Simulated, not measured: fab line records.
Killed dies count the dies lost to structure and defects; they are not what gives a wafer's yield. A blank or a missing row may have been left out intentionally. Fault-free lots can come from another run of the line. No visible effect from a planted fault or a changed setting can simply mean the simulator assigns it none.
A single fault, viewed from 2 desks / flow gf180mcu / only its own numbers are on each desk; what lay behind them is given at the end

TOOL OWNER'S DESK, rie diel-01
The tool's own readings at GF_V5_ETCH_16 (etches BARC in N2/H2): means of the sampled wafers that have a number, for each lot that ran on this tool. The brackets show how far a lot's mean lies from the usual mean; more than 4 standard deviations puts the lot out of limits, marked OUT.
Columns: A = drypump motor current A at GF_V5_ETCH_16, usual 5.7 A; B = oes product au at GF_V5_ETCH_16, usual 0.855 a.u.; C = throttle valve pct at GF_V5_ETCH_16, usual 13.225 %
lot=L706; first seen here=day 27 16:27; A=6.0; B=0.853; C=13.223
lot=L707; first seen here=day 28 05:21; A=5.9; B=0.853; C=13.218
lot=L711; first seen here=day 29 06:57; A=5.5; B=0.854; C=13.220
lot=L714; first seen here=day 29 21:55; A=5.7; B=0.856; C=13.225
lot=L718; first seen here=day 31 03:14; A=5.6; B=0.853; C=13.219
lot=L722; first seen here=day 32 05:21; A=5.6; B=0.852; C=13.230
This desk's finding: nothing out of limits on any of the 6 lots.

THE METROLOGY DESK
Lot by lot, what the gauges showed, no matter which tool ran the lot: averages of those sampled wafers that carry a number. The brackets show how far a lot's mean lies from the usual mean; more than 4 standard deviations puts the lot out of limits, marked OUT.
Columns: A = TOP_METAL_ALCU_RS at GF_TOP_METAL_RS_MEAS_05, usual 0.0327 ohm/sq; B = PASSIVATION_BOW at GF_PASSIVATION_BOW_MEAS_14, usual 138 um
lot=L706; first seen here=day 27 18:13; A=0.0329; B=146
lot=L707; first seen here=day 28 06:57; A=0.0335; B=152
lot=L709; first seen here=day 28 16:55; A=0.0319; B=143
lot=L711; first seen here=day 29 08:34; A=0.0333; B=138
lot=L713; first seen here=day 29 21:55; A=0.0330; B=119
lot=L714; first seen here=day 29 23:31; A=0.0324; B=128
lot=L715; first seen here=day 30 09:52; A=0.0330; B=140
lot=L718; first seen here=day 31 04:53; A=0.0322; B=140
lot=L722; first seen here=day 32 06:57; A=0.0330; B=156
lot=L725; first seen here=day 32 21:02; A=0.0328; B=131
lot=L726; first seen here=day 33 05:52; A=0.0329; B=119
lot=L728; first seen here=day 33 16:53; A=0.0320; B=137
This desk's finding: nothing out of limits on any of the 12 lots.

PUT TOGETHER
The tool owner's desk saw nothing out of limits.
Nothing out of limits was seen by the metrology desk.

WHAT THE SIMULATOR HAD INSERTED
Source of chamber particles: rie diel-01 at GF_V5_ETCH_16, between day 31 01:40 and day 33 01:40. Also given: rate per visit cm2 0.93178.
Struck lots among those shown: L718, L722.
